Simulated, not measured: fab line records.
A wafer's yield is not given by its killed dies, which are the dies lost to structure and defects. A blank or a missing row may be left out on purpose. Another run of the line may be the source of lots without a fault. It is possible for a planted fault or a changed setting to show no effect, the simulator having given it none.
2 desks looking at one fault -- flow gf180mcu -- each desk holds nothing but its own numbers, with what lay behind them at the end

THE METROLOGY DESK
Lot by lot, what the gauges showed, no matter which tool ran the lot: averages of those sampled wafers that carry a number. Any lot whose mean is over 4 standard deviations away from the usual mean is out of limits and marked OUT; that distance is given in the brackets.
Columns: A = V4_W_RS at GF_V4_RS_MEAS_24, usual 0.3265 ohm/sq; B = V4_W_THK at GF_V4_THK_MEAS_25, usual 357 nm
lot,first seen here,A,B
L449,day 23 23:20,0.3307,355
L451,day 25 19:40,0.3252,356
L452,day 25 20:41,0.2399 (-29) OUT,358
L453,day 26 09:55,0.2835 (-14) OUT,352
L462,day 28 19:35,0.3313,353
L463,day 29 10:44,0.3274,355
L464,day 29 19:05,0.3260,354
L467,day 30 11:34,0.3244,357
L468,day 30 12:55,0.3280,358
L469,day 30 18:22,0.3235,362
L470,day 31 03:20,0.3242,362
This desk finds L452, L453 out of limits, with the earliest case on L452 at day 25 20:41 (V4_W_RS at GF_V4_RS_MEAS_24). L449, L451, L462, L463, L464, L467, L468, L469, L470: within limits.

AT THE TOOL OWNER'S DESK: cvdW-02
The tool's own readings at GF_V4_CVD_23 (deposits W, target thk 350 nm, time 104.9 s): means of the sampled wafers that have a number, for each lot that ran on this tool. Any lot whose mean is over 4 standard deviations away from the usual mean is out of limits and marked OUT; that distance is given in the brackets.
Columns: A = heaterPowerW at GF_V4_CVD_23, usual 826 W
lot,first seen here,A
L451,day 25 19:26,701
L452,day 25 20:28,699
L453,day 26 09:48,758
L463,day 29 10:37,772
L467,day 30 11:26,720
L468,day 30 12:49,765
L469,day 30 18:15,749
L470,day 31 03:12,788
Finding of this desk: none of the 8 lots has anything out of limits.

TAKEN TOGETHER
At day 25 20:41 the metrology desk could have sounded an alarm, on L452, L453.
The desk of the tool owner found nothing out of limits.
The tool owner's desk has L452, L453 on record, within its limits.
GF_V4_CVD_23 was run on cvdW-02 by each of the lots named.

WHAT THE SIMULATOR HAD PUT IN
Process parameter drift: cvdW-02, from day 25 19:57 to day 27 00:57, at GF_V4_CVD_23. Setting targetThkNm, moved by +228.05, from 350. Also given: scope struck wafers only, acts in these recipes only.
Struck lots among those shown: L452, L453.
Time in hours between the start of the fault and the first out-of-limits reading at each desk: metrology desk, 1.
